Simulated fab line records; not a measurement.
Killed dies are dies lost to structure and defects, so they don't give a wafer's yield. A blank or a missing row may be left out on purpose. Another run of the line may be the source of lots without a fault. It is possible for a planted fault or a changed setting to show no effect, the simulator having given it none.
What tool caused it? + flow gf180mcu + Sampling: 11 lots, 33 wafers, 5 of 602 route steps

WHAT THE GAUGES READ, wafer by wafer
GF_HV_LDD_TW_MEAS_38. Usual: HV_LDD_3_TW gives 1438 (standard deviation 23).
| lot  | measured     | on           | HV_LDD_3_TW    | flag |
|------|--------------|--------------|----------------|------|
| L915 | day 11 10:38 | filmMetro-02 | 1439 1446 1440 |      |
| L917 | day 12 06:01 | filmMetro-02 | 1435 1437 1432 |      |
| L918 | day 12 11:10 | filmMetro-03 | 1471 1474 1472 |      |
| L920 | day 13 03:52 | filmMetro-02 | 1426 1432 1427 |      |
| L921 | day 13 14:08 | filmMetro-02 | 1424 1426 1423 |      |
| L922 | day 13 23:16 | filmMetro-03 | 1471 1460 1467 |      |
| L930 | day 16 11:54 | filmMetro-03 | 1472 1464 1464 |      |
| L932 | day 17 05:14 | filmMetro-04 | 1416 1411 1413 |      |
| L933 | day 17 11:45 | filmMetro-02 | 1432 1438 1427 |      |
| L934 | day 17 20:06 | filmMetro-02 | 1429 1437 1437 |      |
| L938 | day 19 02:09 | filmMetro-03 | 1472 1475 1482 |      |

GF_PSD_TW_MEAS_11. Usual: PSD_TW gives 3163 (standard deviation 24).
| lot  | measured     | on           | PSD_TW         | flag |
|------|--------------|--------------|----------------|------|
| L915 | day 14 02:23 | filmMetro-01 | 3190 3194 3190 |      |
| L917 | day 14 22:59 | filmMetro-01 | 3199 3191 3186 |      |
| L918 | day 15 04:23 | filmMetro-04 | 3126 3120 3119 |      |
| L920 | day 15 23:11 | filmMetro-02 | 3179 3187 3158 |      |
| L921 | day 16 10:26 | filmMetro-04 | 3264 3253 3251 | OFF  |
| L922 | day 16 22:32 | filmMetro-04 | 3264 3264 3244 | OFF  |
| L930 | day 19 14:38 | filmMetro-01 | 3185 3196 3197 |      |
| L932 | day 20 08:41 | filmMetro-01 | 3154 3145 3126 |      |
| L933 | day 20 15:38 | filmMetro-02 | 3198 3176 3175 |      |
| L934 | day 21 01:02 | filmMetro-04 | 3113 3143 3120 |      |
| L938 | day 22 05:56 | filmMetro-04 | 3148 3150 3143 |      |

GF_PSD_RS_MEAS_15: measurement is done with a four-point probe. Usual: PSD_RS gives 108.52 ohm/sq (standard deviation 0.25).
| lot  | measured     | on           | PSD_RS (ohm/sq)      | flag |
|------|--------------|--------------|----------------------|------|
| L915 | day 14 02:41 | filmMetro-01 | 108.49 108.62 108.47 |      |
| L917 | day 14 23:17 | filmMetro-01 | 108.58 108.55 108.44 |      |
| L918 | day 15 04:42 | filmMetro-01 | 108.26 108.62 108.72 |      |
| L920 | day 15 23:31 | filmMetro-01 | 108.44 108.19 108.30 |      |
| L921 | day 16 10:45 | filmMetro-01 | 105.41 105.61 105.20 | OFF  |
| L922 | day 16 22:53 | filmMetro-04 | 105.11 105.04 105.53 | OFF  |
| L930 | day 19 14:57 | filmMetro-02 | 108.41 108.26 108.19 |      |
| L932 | day 20 09:00 | filmMetro-04 | 108.68 108.62 108.70 |      |
| L933 | day 20 15:56 | filmMetro-04 | 108.36 108.48 108.24 |      |
| L934 | day 21 01:23 | filmMetro-02 | 108.80 108.62 108.39 |      |
| L938 | day 22 06:14 | filmMetro-01 | 108.40 108.35 108.61 |      |

WHICH TOOL RAN EACH LOT (tool, then ch and the chambers of the sampled wafers, then the start)
| lot  | GF_PSD_IMPLANT_09               | GF_PSD_STRIP_10                     |
|------|---------------------------------|-------------------------------------|
| L915 | implanter-01 ch 0, day 14 02:08 | plasmaAsher-04 ch 0,1, day 14 02:17 |
| L917 | implanter-03 ch 0, day 14 22:44 | plasmaAsher-04 ch 0,1, day 14 22:53 |
| L918 | implanter-03 ch 0, day 15 04:08 | plasmaAsher-04 ch 0,1, day 15 04:17 |
| L920 | implanter-02 ch 0, day 15 22:58 | plasmaAsher-03 ch 0,1, day 15 23:05 |
| L921 | implanter-02 ch 0, day 16 10:11 | plasmaAsher-03 ch 0,1, day 16 10:20 |
| L922 | implanter-02 ch 0, day 16 22:19 | plasmaAsher-01 ch 0,1, day 16 22:28 |
| L930 | implanter-03 ch 0, day 19 14:23 | plasmaAsher-03 ch 0,1, day 19 14:32 |
| L932 | implanter-02 ch 0, day 20 08:26 | plasmaAsher-03 ch 0,1, day 20 08:35 |
| L933 | implanter-02 ch 0, day 20 15:23 | plasmaAsher-01 ch 0,1, day 20 15:32 |
| L934 | implanter-02 ch 0, day 21 00:49 | plasmaAsher-03 ch 0,1, day 21 00:58 |
| L938 | implanter-02 ch 0, day 22 05:41 | plasmaAsher-03 ch 0,1, day 22 05:50 |
- GF_PSD_IMPLANT_09
- GF_PSD_STRIP_10: strips in O2/N2.

AS READ BY THE TOOLS THEMSELVES (means over the sampled wafers that have a number; for cases with no such wafer, the mark the record gives instead)
GF_PSD_IMPLANT_09. Usual: beamOnS 9.97 s, standard deviation 0.2; endStationPressureTorr 1.18e-05 Torr, standard deviation 6.3e-07; faradayCurrentUA 8276, standard deviation 160.
| lot  | tool         | beamOnS (s) | endStationPressureTorr (Torr) | faradayCurrentUA | flag |
|------|--------------|-------------|-------------------------------|------------------|------|
| L915 | implanter-01 | 10.01       | 1.11e-05                      | 8241             |      |
| L917 | implanter-03 | 9.95        | 1.16e-05                      | 8289             |      |
| L918 | implanter-03 | 9.93        | 1.19e-05                      | 8290             |      |
| L920 | implanter-02 | 10.05       | 1.18e-05                      | 8217             |      |
| L921 | implanter-02 | 11.72       | 8.06e-05                      | 6839             | OFF  |
| L922 | implanter-02 | 11.83       | 7.91e-05                      | 6787             | OFF  |
| L930 | implanter-03 | 10.01       | 1.19e-05                      | 8230             |      |
| L932 | implanter-02 | 10.08       | 1.22e-05                      | 8153             |      |
| L933 | implanter-02 | 9.97        | 1.26e-05                      | 8284             |      |
| L934 | implanter-02 | 9.98        | 1.12e-05                      | 8278             |      |
| L938 | implanter-02 | 9.95        | 1.18e-05                      | 8322             |      |

GF_PSD_STRIP_10. Usual: drypumpMotorCurrentA 5.3 A, standard deviation 0.59; heaterPowerW 325 W, standard deviation 26; n2FlowSccm 299.8 sccm, standard deviation 0.97; oesProductAu 0.592 a.u., standard deviation 0.004; stripTimeToEndpointS 16.52 s, standard deviation 0.034.
| lot  | tool           | drypumpMotorCurrentA (A) | heaterPowerW (W) | n2FlowSccm (sccm) | oesProductAu (a.u.) | stripTimeToEndpointS (s) | flag |
|------|----------------|--------------------------|------------------|-------------------|---------------------|--------------------------|------|
| L915 | plasmaAsher-04 | 5.2                      | 341              | 299.2             | 0.594               | 16.49                    |      |
| L917 | plasmaAsher-04 | 5.3                      | 341              | 299.8             | 0.591               | 16.50                    |      |
| L918 | plasmaAsher-04 | 5.2                      | 335              | 299.9             | 0.591               | 16.49                    |      |
| L920 | plasmaAsher-03 | 5.0                      | 298              | 300.7             | 0.589               | 16.54                    |      |
| L921 | plasmaAsher-03 | 4.9                      | 302              | 299.8             | 0.577               | 17.09                    | OFF  |
| L922 | plasmaAsher-01 | 6.4                      | 343              | 300.1             | 0.579               | 17.08                    | OFF  |
| L930 | plasmaAsher-03 | 4.9                      | 308              | 299.3             | 0.595               | 16.58                    |      |
| L932 | plasmaAsher-03 | 4.9                      | 309              | 301.1             | 0.596               | 16.54                    |      |
| L933 | plasmaAsher-01 | 6.4                      | 347              | 299.8             | 0.592               | 16.55                    |      |
| L934 | plasmaAsher-03 | 4.9                      | 307              | 299.6             | 0.590               | 16.56                    |      |
| L938 | plasmaAsher-03 | 4.9                      | 304              | 298.9             | 0.593               | 16.48                    |      |

THE ANSWER, worked out from the rows above alone
Rule: take the mean of a lot's wafers that have a number; if it is more than 3 standard deviations from the usual mean, the lot is off. Also off: a lot with no number at a reading for which 4 or more lots have one. Where the step has rows for the other lots, those lots are counted as sound. The gauges are gone through in route order, then the tools' own readings, and for those a lot's mean is taken as printed above. The first step at which some lot is off is used, and at that step the reading that is off furthest; a lot without a number counts as furthest.
Off: at GF_PSD_TW_MEAS_11 (PSD_TW), L921, L922.
A tool fits if, at a process step before that reading, it ran every lot that is off, and no sound lot after the first of them. The gauges at GF_PSD_TW_MEAS_11 aren't tried: what is off there is off at GF_PSD_IMPLANT_09 too, on other tools, and a gauge's error can't cause that. Of those tried, none fits.

WHAT HAD BEEN PUT IN BY THE SIMULATOR
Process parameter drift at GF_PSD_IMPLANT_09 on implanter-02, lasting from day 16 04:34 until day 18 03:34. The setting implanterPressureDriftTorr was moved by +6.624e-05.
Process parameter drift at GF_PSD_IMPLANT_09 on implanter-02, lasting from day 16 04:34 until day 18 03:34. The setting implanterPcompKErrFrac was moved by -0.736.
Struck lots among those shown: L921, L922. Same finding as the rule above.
